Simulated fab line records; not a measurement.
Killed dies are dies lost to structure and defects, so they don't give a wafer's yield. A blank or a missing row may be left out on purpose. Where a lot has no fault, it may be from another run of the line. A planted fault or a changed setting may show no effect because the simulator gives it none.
The same fault as seen by 2 desks :: flow sky130 :: every desk sees just its own numbers, and what lay behind them comes last

== AT THE METROLOGY DESK ==
What the gauges read for every lot (on any tool): the sampled wafers with a number, averaged. Any lot whose mean is over 4 standard deviations away from the usual mean is out of limits and marked OUT; that distance is given in the brackets.
Columns: A = CONTACT_CVD_00_THK at SKY_CONTACT_THK_MEAS_01, usual 74.8 nm; B = METAL1_ALCU_RS at SKY_METAL1_RS_MEAS_05, usual 0.1263 ohm/sq; C = METAL1_ALCU_THK at SKY_METAL1_THK_MEAS_06, usual 248 nm
lot: L812
first seen here: day 29 23:04
A: 76.0
B: 0.1251
C: 248

lot: L813
first seen here: day 30 12:41
A: 75.3
B: 0.1258
C: 251

lot: L815
first seen here: day 30 19:18
A: 74.0
B: 0.1285
C: 243

lot: L816
first seen here: day 31 08:38
A: 76.0
B: 0.1269
C: 244

lot: L817
first seen here: day 32 22:25
A: 73.6
B: 0.1257
C: 250

lot: L822
first seen here: day 33 14:05
A: 74.7
B: 0.1298
C: 243

lot: L824
first seen here: day 34 00:41
A: 74.8
B: 0.1271
C: 246

lot: L833
first seen here: day 36 18:51
A: 74.8
B: 0.1425 (+11) OUT
C: 226 (-6.8) OUT

lot: L834
first seen here: day 37 06:13
A: 74.5
B: 0.1401 (+9.2) OUT
C: 228 (-6.1) OUT

lot: L835
first seen here: day 37 15:38
A: 74.0
B: 0.1225
C: 256
This desk's finding: out of limits on L833, L834; first on L833, day 37 22:41 (METAL1_ALCU_RS at SKY_METAL1_RS_MEAS_05). L812, L813, L815, L816, L817, L822, L824, L835: within limits.

== AT THE TOOL OWNER'S DESK: pvdSputter-02 ==
The tool's own readings at SKY_METAL1_SPUTTER_02 (material AlCu, target thk 250 nm, time 13.3 s): means of the sampled wafers that have a number, for each lot that ran on this tool. Any lot whose mean is over 4 standard deviations away from the usual mean is out of limits and marked OUT; that distance is given in the brackets.
Columns: A = throttleValvePct at SKY_METAL1_SPUTTER_02, usual 30.0 %
lot: L812
first seen here: day 31 05:14
A: 29.9

lot: L816
first seen here: day 32 13:46
A: 29.8

lot: L817
first seen here: day 34 03:18
A: 30.5

lot: L822
first seen here: day 34 19:44
A: 30.2

lot: L824
first seen here: day 35 05:14
A: 29.9

lot: L833
first seen here: day 37 22:36
A: 29.7

lot: L834
first seen here: day 38 10:40
A: 30.0
Result from this desk: across the 7 lots, nothing is out of limits.

== BROUGHT TOGETHER ==
On L833, L834, the metrology desk was in a position to raise an alarm at day 37 22:41.
The desk of the tool owner found nothing out of limits.
The tool owner's desk has L833, L834 on record, within its limits.
On pvdSputter-02, each named lot ran SKY_METAL1_SPUTTER_02.

== WHAT HAD BEEN PUT IN BY THE SIMULATOR ==
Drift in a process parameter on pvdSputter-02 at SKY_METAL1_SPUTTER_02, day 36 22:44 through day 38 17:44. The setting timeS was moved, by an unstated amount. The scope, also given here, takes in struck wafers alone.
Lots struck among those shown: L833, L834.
Time in hours between the start of the fault and the first out-of-limits reading at each desk: metrology desk, 24.
